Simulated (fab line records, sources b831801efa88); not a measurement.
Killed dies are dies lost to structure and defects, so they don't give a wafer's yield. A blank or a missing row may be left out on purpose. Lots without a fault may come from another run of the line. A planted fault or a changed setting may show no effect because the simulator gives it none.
Chamber matching | flow sky130 | SKY_VIA2_CMP_02 on cmp-02: 4 sister chambers
The step polishes SiO2. 22 wafers are shown with their chamber, then 11 later ones without.

WAFERS WITH THEIR CHAMBER
wafer  | chamber | motor_current_A (A) | head_pressure_psi (psi)
L371.1 | 2       | 9.9                 | 3.993
L371.3 | 0       | 10.5                | 3.997
L371.5 | 0       | 9.8                 | 3.999
L372.3 | 1       | 12.2                | 4.001
L372.4 | 2       | 8.9                 | 4.002
L372.6 | 3       | 11.1                | 4.006
L373.2 | 1       | 12.2                | 4.008
L373.4 | 3       | 10.8                | 3.993
L373.6 | 2       | 9.8                 | 3.989
L374.1 | 3       | 10.8                | 4.006
L374.5 | 0       | 10.2                | 3.985
L374.6 | 3       | 10.5                | 4.013
L376.1 | 3       | 10.5                | 3.986
L376.2 | 1       | 12.6                | 3.995
L376.3 | 2       | 9.8                 | 4.006
L377.1 | 1       | 11.9                | 3.988
L377.3 | 0       | 10.4                | 4.019
L377.6 | 0       | 10.5                | 4.013
L378.2 | 3       | 10.4                | 4.001
L378.5 | 1       | 12.1                | 4.002
L378.6 | 0       | 10.1                | 4.010
L381.1 | 3       | 10.9                | 3.986

SIGNATURES (means of the wafers above)
reading           | chamber 0 | chamber 1 | chamber 2 | chamber 3 | scatter within a chamber
motor_current_A   | 10.250    | 12.200    | 9.600     | 10.714    | 0.306
head_pressure_psi | 4.00383   | 3.99880   | 3.99750   | 3.99871   | 0.0102
Rule: a wafer's distance from a chamber is the root of the sum, over the readings, of the square of ((its reading less the chamber's mean) divided by the reading's scatter). The wafer belongs to the nearest chamber; if the next one is less than 2 further off, it can't be placed. The scatter: the root of (the sum of the squares of (reading less its chamber's mean) over the shown wafers, divided by (wafers less chambers)).

WAFERS WITHOUT THEIR CHAMBER
wafer  | motor_current_A (A) | head_pressure_psi (psi)
L381.4 | 12.0                | 3.994
L381.5 | 12.0                | 3.976
L383.1 | 10.5                | 4.003
L383.3 | 12.6                | 3.993
L383.5 | 9.5                 | 3.996
L388.1 | 12.0                | 4.001
L388.2 | 10.5                | 3.999
L388.5 | 11.8                | 3.995
L389.1 | 9.4                 | 4.011
L389.3 | 9.8                 | 4.000
L389.5 | 10.2                | 3.985

WHICH CHAMBER EACH WENT THROUGH
wafer  | from the rows above          | in truth
L381.4 | 1                            | 1
L381.5 | 1                            | 1
L383.1 | can't be placed: 3 or 0      | 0
L383.3 | 1                            | 1
L383.5 | 2                            | 2
L388.1 | 1                            | 1
L388.2 | can't be placed: 3 or 0      | 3
L388.5 | 1                            | 1
L389.1 | can't be placed: 2 or 0      | 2
L389.3 | can't be placed: 2 or 0      | 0
L389.5 | can't be placed: 0 or 3 or 2 | 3
Placed correctly: 6 of 11. Can't be placed from these rows: 5 (the true chamber is among the candidates in 5). Placed wrongly: 0.
